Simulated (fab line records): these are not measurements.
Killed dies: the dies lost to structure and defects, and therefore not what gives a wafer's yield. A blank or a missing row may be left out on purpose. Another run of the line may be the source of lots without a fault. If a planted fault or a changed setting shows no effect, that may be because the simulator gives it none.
Struck lot and sound lot, side by side    flow sky130    14 out of 708 route steps
Sound: the wafers L426.4, L426.5, L426.6. The struck wafers were L435.1, L435.5, L435.6. The cause is named last.
Order at every step that has rows: each side's tool, ch and its chambers, its first start. Under that, the readings that differ: sound wafers    struck wafers    difference of the means    sigmas: that difference in standard deviations of wafers without a fault.
alike: same words and numbers on both sides, and readings whose means sit less than 2 such deviations apart. not compared: any withheld reading, any reading some wafer has no value for, any bound like >300 that may hide the same value, and any number with overlapping values for which the record gives no deviation.
Wherever a step has rows on one side only, a row that says differs or no value, or a row with sigmas, the two part there. Non-overlapping numbers with no deviation appear without sigmas and do not part them. A reading that every wafer of one side lacks parts them only if that side has two wafers or more.

first, 2 steps without rows for these wafers: SKY_METAL1_CLEAN_23 (cleans in O3/DIW); SKY_VIA1_HDPCVD_00 (deposits SiO2, target thk 1030 nm, time 171.7 s).
SKY_VIA1_THK_MEAS_01:
  sound: film metro-04 at day 34 06:35; struck: film metro-04 at day 36 16:52
  alike: VIA1_HDPCVD_THK
SKY_VIA1_CMP_02: polishes SiO2.
  sound on cmp-02 ch 1,2, day 34 06:52; struck on cmp-01 ch 0,2,3, day 36 17:01
  alike: motor current A
SKY_VIA1_BOW_MEAS_03:
  sound: film metro-04 at day 34 07:14; struck: film metro-03 at day 36 17:13
  alike: VIA1_BOW
then, 7 steps without rows for these wafers: SKY_VIA1_DEHYDRATE_04 (time 60 s); SKY_VIA1_HMDS_05 (prime time 60 s); SKY_VIA1_COAT_06 (resist thk 60 nm); SKY_VIA1_COAT_07 (resist thk 450 nm); SKY_VIA1_SOFTBAKE_08 (time 90 s); SKY_VIA1_EXPOSE_09 (exposes mask VIM, target cd 150 nm); SKY_VIA1_PEB_10.
SKY_VIA1_DEVELOP_11: develop time 60 s.
  sound on litho track-02 ch 0, day 35 09:00; struck on litho track-04, day 37 19:00
  no value came back on the struck wafers for chill plate temp C (C), develop time s (s), developer temp C (C); on the sound wafers chill plate temp C (C) reads 23.01 23.09 22.81
reading                                      sound              struck             difference  sigmas
model.KrF-thick_of_VIA1_COAT_07.thk nm (nm)  436.2 436.3 435.8  448.8 449.6 449.3  +13.1       
SKY_VIA1_CD_MEAS_12: the cd target is 150 nm.
  sound: cd sem-01 at day 35 09:45; struck: cd sem-01 at day 37 19:16
reading     sound              struck  difference                     sigmas
cd nm (nm)  154.2 154.9 153.9  - - -   no value on the struck wafers  

## WHERE THEY PART
First at SKY_VIA1_DEVELOP_11; last, within this record, at SKY_VIA1_CD_MEAS_12.

WHY: whatever the simulator had introduced
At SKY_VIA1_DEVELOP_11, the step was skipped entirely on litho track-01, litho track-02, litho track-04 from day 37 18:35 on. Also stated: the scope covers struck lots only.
